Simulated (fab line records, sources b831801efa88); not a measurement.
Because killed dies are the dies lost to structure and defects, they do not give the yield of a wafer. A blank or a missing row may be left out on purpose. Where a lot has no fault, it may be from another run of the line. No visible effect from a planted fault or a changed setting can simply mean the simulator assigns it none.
The same fault as seen by 2 desks    flow gf180mcu    what lay behind the numbers comes last; until then each desk has only its own

## FOR THE TOOL OWNER'S DESK: litho-track-04
At GF_VT_IMPLANT_SOFTBAKE_03 (time 60 s), the tool's own readings, given per lot that ran on this tool as the mean of the sampled wafers with a number. The brackets show how far a lot's mean lies from the usual mean; more than 4 standard deviations puts the lot out of limits, marked OUT.
Columns: A = heater-power-total-W at GF_VT_IMPLANT_SOFTBAKE_03, usual 56.60 W; B = plate-temp-C at GF_VT_IMPLANT_SOFTBAKE_03, usual 90.02 C; C = resist-line-temp-C at GF_VT_IMPLANT_SOFTBAKE_03, usual 22.99 C
lot   first seen here  A                B                C
L479  day 5 12:40      56.60            89.93            23.09
L481  day 6 00:52      56.57            89.99            22.88
L482  day 6 07:29      56.58            89.83            23.13
L485  day 7 02:22      56.57            90.14            22.91
L488  day 7 15:14      58.01 (+31) OUT  91.62 (+12) OUT  22.98
L489  day 8 01:23      57.96 (+29) OUT  91.46 (+11) OUT  23.00
L501  day 10 22:32     56.60            90.05            22.92
This desk finds L488, L489 out of limits, L488 being first, at day 7 15:14 (heater-power-total-W at GF_VT_IMPLANT_SOFTBAKE_03). In limits: L479, L481, L482, L485, L501.

## AT THE METROLOGY DESK
What the gauges read, lot by lot, whatever tool the lot ran on: means of the sampled wafers that have a number. The brackets show how far a lot's mean lies from the usual mean; more than 4 standard deviations puts the lot out of limits, marked OUT.
Columns: A = PSD_TW at GF_PSD_TW_MEAS_11, usual 3132; B = SALICIDE_TIN_THK at GF_SALICIDE_THK_MEAS_05, usual 19.78 nm
lot   first seen here  A     B
L479  day 14 16:22     3197  19.60
L481  day 15 07:18     3134  20.13
L482  day 15 19:26     3161  19.82
L484  day 16 03:59     3174  20.06
L485  day 17 02:44     3087  20.08
L487  day 17 09:11     3086  19.98
L488  day 17 13:36     3186  20.15
L489  day 18 11:50     3084  20.13
L490  day 18 14:06     3090  19.73
L497  day 21 02:58     3129  19.54
L498  day 21 05:51     3137  19.63
L499  day 21 12:44     3137  19.41
L501  day 22 03:59     3136  20.09
L502  day 22 06:35     3093  19.90
This desk's verdict: no lot among the 14 shows anything out of limits.

## PUT TOGETHER
The tool owner's desk could have raised an alarm at day 7 15:14, on L488, L489.
From the metrology desk's view, nothing was out of limits.
The metrology desk has L488, L489 on record, within its limits.
GF_VT_IMPLANT_SOFTBAKE_03 was run on litho-track-04 by each of the lots named.

## WHAT THE SIMULATOR PUT IN
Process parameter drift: litho-track-04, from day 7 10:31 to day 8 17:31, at GF_VT_IMPLANT_SOFTBAKE_03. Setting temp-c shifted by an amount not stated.
Struck lots among those shown: L488, L489.
Time in hours from fault onset to the first out-of-limits reading at each desk: the tool owner's desk, 5.
